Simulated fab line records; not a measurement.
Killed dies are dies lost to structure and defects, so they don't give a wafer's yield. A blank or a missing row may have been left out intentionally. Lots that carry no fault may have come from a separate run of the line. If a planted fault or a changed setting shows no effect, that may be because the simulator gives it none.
Comparing a struck lot with a sound one || flow sky130 || 17 out of 708 route steps
Sound: wafers L596.2, L596.3, L596.6. Struck: wafers L580.2, L580.3, L580.5. The cause is named last.
Each step with rows lists, per side, the tool, then ch with its chambers, then its first start. Under that, the readings that differ: sound wafers || struck wafers || difference of the means || sigmas: that difference in standard deviations of wafers without a fault.
alike: a reading whose means differ by less than 2 such deviations, as well as words and numbers matching on both sides. not compared: withheld readings; readings where some wafer has no value; bounds like >300 that might hide an equal value; numbers whose values overlap and for which the record gives no deviation.
Wherever a step has rows on one side only, a row that says differs or no value, or a row with sigmas, the two part there. Numbers that don't overlap but have no deviation are shown without sigmas and don't part them. Lack of a reading on every wafer of one side parts them only where that side has two or more wafers.

SKY_LDD_HVN_OVL_MEAS_07:
  sound: overlay-02 at day 26 15:05; struck: overlay-01 at day 20 03:59
  alike: LDD_HVN_OVL
next, for these wafers, 1 step has no rows: SKY_LDD_HVN_IMPLANT_08.
SKY_LDD_HVN_STRIP_09: strips in O2/N2.
  sound on plasmaAsher-01 ch 0,1, day 26 15:16; struck on plasmaAsher-01 ch 0,1, day 20 04:10
{"reading": "n2FlowSccm (sccm)", "sound": "300.3 300.0 298.3", "struck": "300.0 300.9 302.4", "difference": "+1.6", "sigmas": "+2"}
  alike: drypumpMotorCurrentA, oesProductAu, stripTimeToEndpointS
  not compared: rfHoursCounterH
SKY_LDD_HVN_TW_MEAS_10:
  sound: filmMetro-04 at day 26 15:23; struck: filmMetro-03 at day 20 04:17
{"reading": "LDD_HVN_TW", "sound": "1486 1481 1480", "struck": "1422 1420 1429", "difference": -59, "sigmas": -3}
then, 7 steps without rows for these wafers: SKY_LDD_HVP_DEHYDRATE_00 (time 60 s); SKY_LDD_HVP_HMDS_01 (prime time 60 s); SKY_LDD_HVP_COAT_02 (resist thk 300 nm); SKY_LDD_HVP_SOFTBAKE_03 (time 60 s); SKY_LDD_HVP_EXPOSE_04 (exposes mask HVPTM, target cd 700 nm); SKY_LDD_HVP_PEB_05; SKY_LDD_HVP_DEVELOP_06 (develop time 60 s).
SKY_LDD_HVP_OVL_MEAS_07:
  sound: overlay-02 at day 27 20:41; struck: overlay-01 at day 21 09:55
  alike: LDD_HVP_OVL
SKY_LDD_HVP_IMPLANT_08:
  sound on implanter-02 ch 0, day 27 20:44; struck on implanter-02 ch 0, day 21 10:17
SKY_LDD_HVP_STRIP_09: strips in O2/N2.
  sound on plasmaAsher-01 ch 0,1, day 27 20:52; struck on plasmaAsher-01 ch 1, day 21 10:25
  alike: drypumpMotorCurrentA, n2FlowSccm, oesProductAu, stripTimeToEndpointS
  not compared: rfHoursCounterH
SKY_LDD_HVP_TW_MEAS_10:
  sound: filmMetro-02 at day 27 20:59; struck: filmMetro-02 at day 21 10:31
{"reading": "LDD_HVP_TW", "sound": "457 460 458", "struck": "564 567 569", "difference": "+108", "sigmas": "+22"}
then, 1 step without rows for these wafers: SKY_LDD_LDN_DEHYDRATE_00 (time 60 s).
-- record jumps: 24 days separate the struck wafers' starts on either side; left off in module LDD_LDN, taken up again in module PAD_OPEN, whose first shown step is the route's number 708 --
SKY_PAD_OPEN_PROBE_99:
  sound: prober-01 at day 49 19:08; struck: prober-02 at day 45 16:50
{"reading": "model.etest.tip_p_5v.rsOhmSq", "sound": "2843 2868 2856", "struck": "1763 1764 1763", "difference": -1092, "sigmas": ""}
{"reading": "model.etest.pfetG5v0d10v5.rOnOhmUm", "sound": "4815 4725 4852", "struck": "4485 4427 4458", "difference": -341, "sigmas": ""}
{"reading": "model.etest.pfetG5v0d10v5.driveUaUm", "sound": "336.5 339.5 329.6", "struck": "361.1 369.1 364.2", "difference": "+29.6", "sigmas": ""}
{"reading": "model.etest.resPdiffHv.rsOhmSq", "sound": "193.9 190.8 192.6", "struck": "188.8 187.7 187.5", "difference": -4.4, "sigmas": ""}
{"reading": "model.etest.pfetG5v0d10v5.offLog10AUm", "sound": "-12.66 -12.79 -13.15", "struck": "-12.26 -11.92 -12.11", "difference": "+0.77", "sigmas": ""}
{"reading": "model.etest.ring_5v.delayPs", "sound": "45.36 45.15 45.93", "struck": "44.33 43.82 44.01", "difference": -1.43, "sigmas": ""}
{"reading": "model.etest.pfetG5v0d10v5.vtSatV (V)", "sound": "-0.6437 -0.6496 -0.6976", "struck": "-0.6155 -0.5955 -0.6154", "difference": "+0.0548", "sigmas": ""}
  alike: killed_at_M0_to_M3, killed_at_M4_up, killedAtContacts, killedAtFrontEnd, killedAtOther, killedDies, killedOpen, killedShort

## WHERE THEY PART
Earliest at SKY_LDD_HVN_STRIP_09; latest, in this record, at SKY_LDD_HVP_TW_MEAS_10. Later steps at which nothing parts them and some readings are alike: SKY_PAD_OPEN_PROBE_99.

WHY: the cause the simulator had injected
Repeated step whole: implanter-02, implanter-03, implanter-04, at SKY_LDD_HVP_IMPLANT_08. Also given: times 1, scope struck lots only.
